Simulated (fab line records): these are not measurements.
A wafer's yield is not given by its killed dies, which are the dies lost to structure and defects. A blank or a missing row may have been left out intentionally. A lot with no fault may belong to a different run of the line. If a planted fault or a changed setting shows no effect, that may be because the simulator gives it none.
The tool behind it: which one? -- flow sky130 -- 24 lots, 72 wafers sampled, at 6 steps of a route of 708

WHAT EACH GAUGE READ, for each wafer
SKY_CONTACT_RS_MEAS_25: the measuring method here is four-point-probe.
lot,measured,on,CONTACT_W_RS (ohm/sq)
L074,day 31 14:31,film-metro-03,0.338 0.329 0.342
L075,day 31 16:03,film-metro-02,0.335 0.337 0.334
L076,day 31 17:49,film-metro-02,0.342 0.334 0.342
L077,day 32 16:19,film-metro-03,0.331 0.335 0.332
L079,day 33 07:07,film-metro-02,0.340 0.348 0.349
L078,day 33 08:34,film-metro-02,0.340 0.338 0.342
L082,day 35 21:18,film-metro-02,0.337 0.339 0.337
L084,day 35 21:40,film-metro-01,0.347 0.336 0.336
L080,day 35 22:16,film-metro-01,0.333 0.336 0.333
L081,day 36 01:13,film-metro-02,0.336 0.342 0.335
L085,day 36 01:36,film-metro-03,0.334 0.337 0.343
L087,day 36 01:44,film-metro-01,0.340 0.336 0.343
L086,day 36 02:48,film-metro-03,0.334 0.340 0.340
L083,day 36 03:08,film-metro-03,0.337 0.341 0.346
L088,day 36 03:28,film-metro-03,0.337 0.340 0.337
L089,day 36 04:03,film-metro-03,0.346 0.338 0.344
L090,day 36 18:32,film-metro-01,0.338 0.345 0.342
L091,day 36 19:42,film-metro-01,0.342 0.342 0.335
L092,day 37 00:11,film-metro-01,0.332 0.343 0.340
L093,day 37 13:15,film-metro-03,0.331 0.336 0.332
L094,day 37 13:58,film-metro-03,0.339 0.339 0.336
L095,day 37 20:25,film-metro-02,0.336 0.331 0.341
L096,day 39 10:17,film-metro-01,0.342 0.347 0.342
L097,day 39 10:37,film-metro-01,0.345 0.348 0.336

SKY_VIA1_THK_MEAS_01.
lot,measured,on,VIA1_HDPCVD_THK (nm)
L074,day 32 18:44,film-metro-01,1016 1050 1013
L075,day 32 19:37,film-metro-03,1030 1009 1037
L076,day 32 22:05,film-metro-04,1007 1038 1038
L077,day 33 21:03,film-metro-01,1036 1036 1025
L079,day 34 11:28,film-metro-03,1024 1025 1021
L078,day 34 12:20,film-metro-04,1031 1016 998
L082,day 37 01:09,film-metro-03,1009 1012 1003
L084,day 37 02:19,film-metro-03,1024 1027 1045
L080,day 37 02:08,film-metro-01,1017 1016 1018
L081,day 37 05:17,film-metro-01,1024 1017 1023
L085,day 37 05:44,film-metro-03,1025 1028 1014
L087,day 37 06:05,film-metro-01,1019 1017 1012
L086,day 37 07:07,film-metro-01,1021 1032 1030
L083,day 37 07:01,film-metro-03,1014 1018 1013
L088,day 37 07:19,film-metro-03,1021 1021 1022
L089,day 37 07:47,film-metro-03,1016 1031 1015
L090,day 37 21:48,film-metro-04,1022 1022 1023
L091,day 37 23:01,film-metro-01,1023 1012 1011
L092,day 38 03:17,film-metro-01,1032 1027 1018
L093,day 38 16:27,film-metro-03,1022 1035 1032
L094,day 38 17:23,film-metro-04,1005 999 1007
L095,day 38 23:22,film-metro-01,1024 1042 1030
L096,day 40 12:53,film-metro-04,1018 1023 1012
L097,day 40 12:53,film-metro-01,1037 1039 1033

SKY_VIA1_THK_MEAS_23: measures by xrf.
lot,measured,on,VIA1_W_THK (nm)
L074,day 33 22:21,film-metro-04,262 263 261
L075,day 34 00:06,film-metro-03,267 268 270
L076,day 34 02:46,film-metro-01,262 264 262
L077,day 35 00:41,film-metro-01,263 264 269
L079,day 35 15:08,film-metro-04,263 262 266
L078,day 35 16:35,film-metro-04,269 267 267
L082,day 38 04:43,film-metro-04,269 272 270
L084,day 38 06:04,film-metro-04,271 267 268
L080,day 38 05:30,film-metro-03,269 268 266
L081,day 38 08:53,film-metro-03,266 266 263
L085,day 38 09:16,film-metro-04,271 273 272
L087,day 38 09:34,film-metro-04,273 267 272
L086,day 38 10:13,film-metro-03,270 269 273
L083,day 38 09:55,film-metro-03,267 265 269
L088,day 38 10:34,film-metro-04,267 263 263
L089,day 38 11:02,film-metro-01,270 268 267
L090,day 39 01:26,film-metro-01,266 270 267
L091,day 39 02:56,film-metro-03,267 266 259
L092,day 39 06:21,film-metro-01,269 272 272
L093,day 39 19:04,film-metro-04,267 264 268
L094,day 39 20:26,film-metro-03,273 272 271
L095,day 40 01:55,film-metro-01,263 266 267
L096,day 41 14:00,film-metro-03,264 260 261
L097,day 41 14:29,film-metro-01,268 268 258

SKY_METAL2_CD_MEAS_15: target cd 140 nm.
lot,measured,on,cd-nm (nm)
L074,day 35 00:41,cd-sem-02,137.0 138.9 138.3
L075,day 35 03:02,cd-sem-02,140.9 139.3 141.5
L076,day 35 05:41,cd-sem-01,137.4 139.2 137.9
L077,day 36 02:49,cd-sem-02,139.4 140.0 139.9
L079,day 36 18:08,cd-sem-01,139.3 141.4 140.6
L078,day 36 19:31,cd-sem-02,139.0 139.2 139.6
L082,day 39 06:58,cd-sem-02,137.8 137.9 138.9
L084,day 39 08:53,cd-sem-02,138.6 141.0 139.7
L080,day 39 07:19,cd-sem-02,139.6 140.8 139.4
L081,day 39 10:31,cd-sem-02,141.9 141.0 141.3
L085,day 39 10:54,cd-sem-02,139.4 138.9 138.1
L087,day 39 11:53,cd-sem-01,140.8 139.1 140.0
L086,day 39 12:31,cd-sem-01,138.0 139.2 140.0
L083,day 39 11:59,cd-sem-02,140.0 139.9 140.6
L088,day 39 12:57,cd-sem-02,139.3 140.1 139.8
L089,day 39 13:18,cd-sem-01,139.3 139.6 139.8
L090,day 40 03:26,cd-sem-02,137.5 138.0 138.6
L091,day 40 04:22,cd-sem-01,141.9 141.3 141.2
L092,day 40 07:34,cd-sem-02,140.8 138.3 140.3
L093,day 40 19:52,cd-sem-01,140.3 141.4 140.8
L094,day 40 21:46,cd-sem-02,139.3 139.8 141.4
L095,day 41 01:36,cd-sem-02,144.5 143.2 142.2
L096,day 42 13:49,cd-sem-02,138.7 139.4 139.7
L097,day 42 14:10,cd-sem-01,141.0 142.3 141.8

SKY_CAPM_OVL_MEAS_12.
lot,measured,on,CAPM_OVL (nm)
L074,day 37 07:26,overlay-01,-0.1 2.7 1.0
L075,day 37 10:07,overlay-01,-0.5 -1.6 0.3
L076,day 37 11:56,overlay-01,-3.8 -2.8 -2.1
L077,day 38 10:04,overlay-01,-2.5 0.3 -0.1
L079,day 39 01:10,overlay-02,1.6 3.4 2.4
L078,day 39 03:13,overlay-01,-1.1 1.4 -0.3
L082,day 41 10:40,overlay-02,1.6 0.6 1.4
L084,day 41 12:15,overlay-02,-1.7 -2.9 0.6
L080,day 41 11:16,overlay-02,-1.1 -1.5 -1.7
L081,day 41 14:13,overlay-02,-1.1 0.0 -2.1
L085,day 41 14:48,overlay-01,0.4 1.5 0.4
L087,day 41 16:34,overlay-02,-0.7 0.1 -1.3
L086,day 41 16:40,overlay-02,-0.8 0.9 0.9
L083,day 41 15:47,overlay-01,-1.1 0.0 -0.8
L088,day 41 16:52,overlay-01,-0.7 0.1 -0.3
L089,day 41 17:28,overlay-01,-0.2 -0.3 0.4
L090,day 42 05:43,overlay-02,-0.6 -0.5 0.0
L091,day 42 07:07,overlay-01,-0.5 -0.3 -1.5
L092,day 42 09:59,overlay-01,2.0 0.6 0.0
L093,day 42 21:23,overlay-01,-0.8 -1.3 -1.5
L094,day 42 23:38,overlay-02,-1.2 -1.1 -2.2
L095,day 43 03:55,overlay-01,-0.5 -0.1 -0.7
L096,day 44 13:46,overlay-02,0.1 -1.5 -0.1
L097,day 44 14:04,overlay-01,-1.8 0.0 -1.8

EACH LOT AND THE TOOL THAT RAN IT (in order: tool; ch and the chambers of the sampled wafers; start)
lot,SKY_METAL3_SPUTTER_03
L074,"pvd-sputter-01, day 36 05:41"
L075,"pvd-sputter-01, day 36 07:50"
L076,"pvd-sputter-03, day 36 10:10"
L077,"pvd-sputter-03, day 37 08:02"
L079,"pvd-sputter-04, day 37 23:14"
L078,"pvd-sputter-01, day 38 01:25"
L082,"pvd-sputter-01, day 40 11:25"
L084,"pvd-sputter-04, day 40 12:55"
L080,"pvd-sputter-04, day 40 11:56"
L081,"pvd-sputter-04, day 40 14:29"
L085,"pvd-sputter-03, day 40 15:27"
L087,"pvd-sputter-04, day 40 16:57"
L086,"pvd-sputter-01, day 40 17:15"
L083,"pvd-sputter-01, day 40 16:21"
L088,"pvd-sputter-03, day 40 17:51"
L089,"pvd-sputter-04, day 40 18:09"
L090,"pvd-sputter-04, day 41 06:11"
L091,"pvd-sputter-03, day 41 07:34"
L092,"pvd-sputter-03, day 41 11:10"
L093,"pvd-sputter-03, day 41 22:17"
L094,"pvd-sputter-03, day 42 00:11"
L095,"pvd-sputter-03, day 42 04:38"
L096,"pvd-sputter-01, day 43 16:31"
L097,"pvd-sputter-03, day 43 16:35"
- SKY_METAL3_SPUTTER_03: material Ti, target thk 5 nm, time 3.3 s.

WHAT THE TOOLS THEMSELVES READ (means of the sampled wafers that have a number; where no wafer has one, the mark that the record gives instead)
SKY_METAL3_SPUTTER_03.
lot,tool,chamber-pressure-pa (Pa),throttle-valve-pct (%)
L074,pvd-sputter-01,0.3998,29.9
L075,pvd-sputter-01,0.4006,30.4
L076,pvd-sputter-03,0.3992,29.9
L077,pvd-sputter-03,0.4003,30.4
L079,pvd-sputter-04,0.3997,30.5
L078,pvd-sputter-01,0.3992,30.5
L082,pvd-sputter-01,0.4000,30.5
L084,pvd-sputter-04,0.4000,31.1
L080,pvd-sputter-04,0.3991,30.3
L081,pvd-sputter-04,0.3999,30.4
L085,pvd-sputter-03,0.3995,30.9
L087,pvd-sputter-04,0.4006,29.9
L086,pvd-sputter-01,0.3996,30.4
L083,pvd-sputter-01,0.4002,29.8
L088,pvd-sputter-03,0.3995,31.1
L089,pvd-sputter-04,0.3998,30.7
L090,pvd-sputter-04,0.4001,30.2
L091,pvd-sputter-03,0.3996,30.0
L092,pvd-sputter-03,0.4007,31.3
L093,pvd-sputter-03,0.4013,30.7
L094,pvd-sputter-03,0.4011,30.6
L095,pvd-sputter-03,0.3997,30.9
L096,pvd-sputter-01,0.4001,29.9
L097,pvd-sputter-03,0.4002,30.7

THE ANSWER, worked out from the rows above alone
Rule: what is usual is taken from the lots themselves. Put in order of their means at a reading, lots are off if they are a third of the lots or fewer, leave a main group of 4 or more, and stand apart from it by a gap of 3 or more times the standard deviation of the main group's means; of several such gaps the widest counts. Not used: any main group whose means are identical at the precision the tables above print for the reading. A lot without any number at a reading at which 4 lots or more have one is off too. Where the step has rows for the other lots, those lots are counted as sound. After the gauges, taken in route order, come the tools' own readings; for these a lot's mean is taken, as printed above. The first step at which some lot is off is used, and at that step the reading that is off furthest; a lot without a number counts as furthest.
None of the lots is off at any reading shown; this tells nothing.

WHAT HAD BEEN PUT IN BY THE SIMULATOR
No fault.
